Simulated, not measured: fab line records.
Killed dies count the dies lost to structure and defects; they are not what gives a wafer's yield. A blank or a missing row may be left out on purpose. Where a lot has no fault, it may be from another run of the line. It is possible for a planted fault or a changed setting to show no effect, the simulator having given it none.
The same fault as seen by 2 desks ; flow sky130 ; each desk has only its own numbers; what lay behind them comes last

== METROLOGY DESK ==
What the gauges read for every lot (on any tool): the sampled wafers with a number, averaged. Marked OUT: a lot whose mean sits more than 4 standard deviations from the usual mean, which makes it out of limits; the brackets give that distance.
Columns: A = CAP2M_CVD_00_THK at SKY_CAP2M_THK_MEAS_01, usual 15.48 nm
lot;first seen here;A
L226;day 40 04:14;15.61
L225;day 40 06:20;15.64
L227;day 40 10:25;15.52
L228;day 40 11:05;15.68
L230;day 41 03:01;15.53
L231;day 41 13:55;15.71
L234;day 43 00:01;15.38
L236;day 43 02:29;15.62
L237;day 43 11:29;15.49
L238;day 43 17:17;15.56
L239;day 43 21:01;15.51
L248;day 46 01:57;15.44
This desk's finding: nothing out of limits on any of the 12 lots.

== DESK OF THE TOOL OWNER: plasma-asher-02 ==
The tool's own readings at SKY_LDD_N_STRIP_16 (strips in O2/N2): means of the sampled wafers that have a number, for each lot that ran on this tool. Marked OUT: a lot whose mean sits more than 4 standard deviations from the usual mean, which makes it out of limits; the brackets give that distance.
Columns: A = drypump-motor-current-A at SKY_LDD_N_STRIP_16, usual 5.6 A; B = n2-flow-sccm at SKY_LDD_N_STRIP_16, usual 300.0 sccm; C = oes-product-au at SKY_LDD_N_STRIP_16, usual 0.407 a.u.; D = strip-time-to-endpoint-s at SKY_LDD_N_STRIP_16, usual 4.310 s
lot;first seen here;A;B;C;D
L225;day 18 07:11;5.9;300.7;0.411;4.321
L227;day 18 11:29;6.0;300.2;0.399;4.294
L230;day 19 08:34;6.0;300.4;0.408;4.317
L231;day 19 23:32;5.9;299.6;0.403;4.317
L236;day 22 04:52;6.0;299.7;0.405;4.305
L237;day 22 11:08;5.9;299.3;0.405;4.282
L238;day 22 23:57;5.9;299.9;0.407;4.317
L239;day 23 03:41;6.0;298.9;0.407;4.313
This desk's finding: nothing out of limits on any of the 8 lots.

== PUT TOGETHER ==
Metrology desk: nothing out of limits seen.
The desk of the tool owner found nothing out of limits.

== WHAT THE SIMULATOR HAD PUT IN ==
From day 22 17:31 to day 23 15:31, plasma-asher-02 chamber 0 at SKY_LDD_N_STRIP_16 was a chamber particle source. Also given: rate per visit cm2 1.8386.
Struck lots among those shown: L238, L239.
